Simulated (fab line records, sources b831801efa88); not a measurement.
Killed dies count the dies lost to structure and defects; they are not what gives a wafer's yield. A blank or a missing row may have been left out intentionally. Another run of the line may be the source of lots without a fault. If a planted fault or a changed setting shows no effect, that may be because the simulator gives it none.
One fault through the eyes of 2 desks + flow sky130 + what lay behind the numbers comes last; until then each desk has only its own

== THE METROLOGY DESK ==
What the gauges read for every lot (on any tool): the sampled wafers with a number, averaged. Any lot whose mean is over 4 standard deviations away from the usual mean is out of limits and marked OUT; that distance is given in the brackets.
Columns: A = CONTACT_CVD_00_THK at SKY_CONTACT_THK_MEAS_01, usual 75.0 nm; B = CONTACT_W_RS at SKY_CONTACT_RS_MEAS_25, usual 0.337 ohm/sq; C = CONTACT_W_THK at SKY_CONTACT_THK_MEAS_26, usual 337 nm
| lot  | first seen here | A    | B               | C              |
|------|-----------------|------|-----------------|----------------|
| L244 | day 30 17:16    | 75.2 | 0.337           | 334            |
| L246 | day 31 10:28    | 73.7 | 0.341           | 330            |
| L252 | day 34 00:48    | 74.6 | 0.336           | 336            |
| L255 | day 34 20:13    | 76.1 | 0.372 (+11) OUT | 313 (-4.7) OUT |
| L256 | day 35 04:49    | 75.9 | 0.339           | 326            |
| L258 | day 35 17:35    | 74.2 | 0.336           | 341            |
| L261 | day 36 14:59    | 75.1 | 0.336           | 335            |
| L262 | day 36 21:40    | 75.3 | 0.336           | 338            |
| L266 | day 37 23:39    | 74.6 | 0.342           | 337            |
| L267 | day 38 03:57    | 75.0 | 0.334           | 340            |
This desk's result: L255 out of limits, first on L255 (CONTACT_W_RS at SKY_CONTACT_RS_MEAS_25), day 35 23:31. In limits: L244, L246, L252, L256, L258, L261, L262, L266, L267.

== TOOL OWNER'S DESK, cvdW-02 ==
The tool's own readings at SKY_CONTACT_CVD_24 (deposits W, target thk 340 nm, time 102.12 s): means of the sampled wafers that have a number, for each lot that ran on this tool. Any lot whose mean is over 4 standard deviations away from the usual mean is out of limits and marked OUT; that distance is given in the brackets.
Columns: A = heaterPowerW at SKY_CONTACT_CVD_24, usual 883 W; B = susceptorTempC at SKY_CONTACT_CVD_24, usual 400.02 C
| lot  | first seen here | A   | B      |
|------|-----------------|-----|--------|
| L244 | day 31 23:29    | 836 | 399.98 |
| L246 | day 32 15:36    | 836 | 399.82 |
| L252 | day 35 04:43    | 808 | 400.17 |
| L255 | day 35 23:25    | 845 | 399.96 |
| L266 | day 39 02:06    | 801 | 400.21 |
| L267 | day 39 07:19    | 849 | 400.18 |
This desk found nothing out of limits on any of the 6 lots.

== ALL TOGETHER ==
An alarm was possible from the metrology desk at day 35 23:31, on L255.
Nothing out of limits was seen by the tool owner's desk.
On record at the tool owner's desk: L255, within its limits.
All the named lots went through SKY_CONTACT_CVD_24 on cvdW-02.

== WHAT WAS PUT IN BY THE SIMULATOR ==
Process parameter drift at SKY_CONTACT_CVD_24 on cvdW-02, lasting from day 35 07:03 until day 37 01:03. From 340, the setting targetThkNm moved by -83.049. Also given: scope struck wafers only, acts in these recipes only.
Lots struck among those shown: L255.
Per desk, hours elapsed from the start of the fault to the first reading out of limits: for the metrology desk, 16.
